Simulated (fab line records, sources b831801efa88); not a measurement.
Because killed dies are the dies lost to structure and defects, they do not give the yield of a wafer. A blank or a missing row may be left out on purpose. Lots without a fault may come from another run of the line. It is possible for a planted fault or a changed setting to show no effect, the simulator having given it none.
A struck lot beside a sound one || flow sky130 || 18 out of 708 route steps
Sound: the wafers L769.1, L769.5, L769.6. Struck: wafer L781.2 (L781.1, L781.3, from the same lot, were not struck and are left out); the cause is given at the end.
Each step with rows lists, per side, the tool, then ch with its chambers, then its first start. Under that, the readings that differ: sound wafers || struck wafers || difference of the means || sigmas: that difference in standard deviations of wafers without a fault.
alike: words and numbers the same on both sides, and readings whose means are apart by under 2 such deviations; not compared: readings that were withheld, readings missing a value for some wafer, numbers with overlapping values and no deviation given by the record, and bounds like >300 which may hide the same value.
Wherever a step has rows on one side only, a row that says differs or no value, or a row with sigmas, the two part there. When numbers do not overlap yet have no deviation, they are printed without sigmas and do not part them. A reading missing from all wafers of one side parts the sides only when that side holds two or more wafers.

first, 5 steps without rows for these wafers: SKY_VT_ADJUST_LVTN_COAT_13 (resist thk 1140 nm); SKY_VT_ADJUST_LVTN_SOFTBAKE_14 (time 60 s); SKY_VT_ADJUST_LVTN_EXPOSE_15 (exposes mask HVN STD DERIVED, target cd 600 nm); SKY_VT_ADJUST_LVTN_PEB_16; SKY_VT_ADJUST_LVTN_DEVELOP_17 (develop time 60 s).
SKY_VT_ADJUST_LVTN_OVL_MEAS_18:
  sound: overlay-02 at day 8 20:13; struck: overlay-01 at day 12 06:27
  alike: VT_ADJUST_LVTN_01_OVL
then, 1 step without rows for these wafers: SKY_VT_ADJUST_LVTN_IMPLANT_19.
SKY_VT_ADJUST_LVTN_STRIP_20: strips in O2/N2.
  sound on plasma asher-01 ch 0,1, day 8 20:24; struck on plasma asher-01 ch 1, day 12 06:38
  alike: drypump motor current A, oes product au, strip time to endpoint s
  not compared: rf hours counter h
SKY_VT_ADJUST_LVTN_TW_MEAS_21:
  sound: film metro-03 at day 8 20:30; struck: film metro-01 at day 12 06:44
  alike: VT_ADJUST_LVTN_2_TW
then, 3 steps without rows for these wafers: SKY_VT_ADJUST_NCORE_DEHYDRATE_00 (time 60 s); SKY_VT_ADJUST_NCORE_HMDS_01 (prime time 60 s); SKY_VT_ADJUST_NCORE_COAT_02 (resist thk 1140 nm).
SKY_VT_ADJUST_NCORE_SOFTBAKE_03: time 60 s.
  sound on litho track-03 ch 0, day 9 06:30; struck on litho track-03 ch 0, day 12 18:36
{"reading": "heater power total W (W)", "sound": "56.58 56.55 56.60", "struck": 62.25, "difference": "+5.67", "sigmas": "+99 or more"}
{"reading": "run length s (s)", "sound": "88.92 88.90 89.15", "struck": 74.21, "difference": -14.78, "sigmas": "-99 or more"}
then, 2 steps without rows for these wafers: SKY_VT_ADJUST_NCORE_EXPOSE_04 (exposes mask LVTN COMPLEMENT THIN, target cd 380 nm); SKY_VT_ADJUST_NCORE_PEB_05.
SKY_VT_ADJUST_NCORE_DEVELOP_06: develop time 60 s.
  sound on litho track-03 ch 0, day 9 16:45; struck on litho track-03 ch 0, day 13 07:24
{"reading": "model.NOVOLAK_of_VT_ADJUST_NCORE_COAT_02.thk nm (nm)", "sound": "1141 1139 1139", "struck": 1147, "difference": "+7", "sigmas": ""}
SKY_VT_ADJUST_NCORE_CD_MEAS_07 targets a cd of 380 nm.
  sound: cd sem-01 at day 9 16:54; struck: cd sem-01 at day 13 07:33
  alike: cd nm
SKY_PAD_OPEN_PROBE_99:
  sound wafers here have rows in the record (prober-02, day 46 18:35); struck ones have none

## WHERE THEY PART
At SKY_VT_ADJUST_NCORE_SOFTBAKE_03 first; at SKY_PAD_OPEN_PROBE_99 last (within this record only).

WHY: the cause the simulator had injected
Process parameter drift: litho track-03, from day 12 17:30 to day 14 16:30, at SKY_VT_ADJUST_NCORE_SOFTBAKE_03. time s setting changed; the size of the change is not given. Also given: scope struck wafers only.
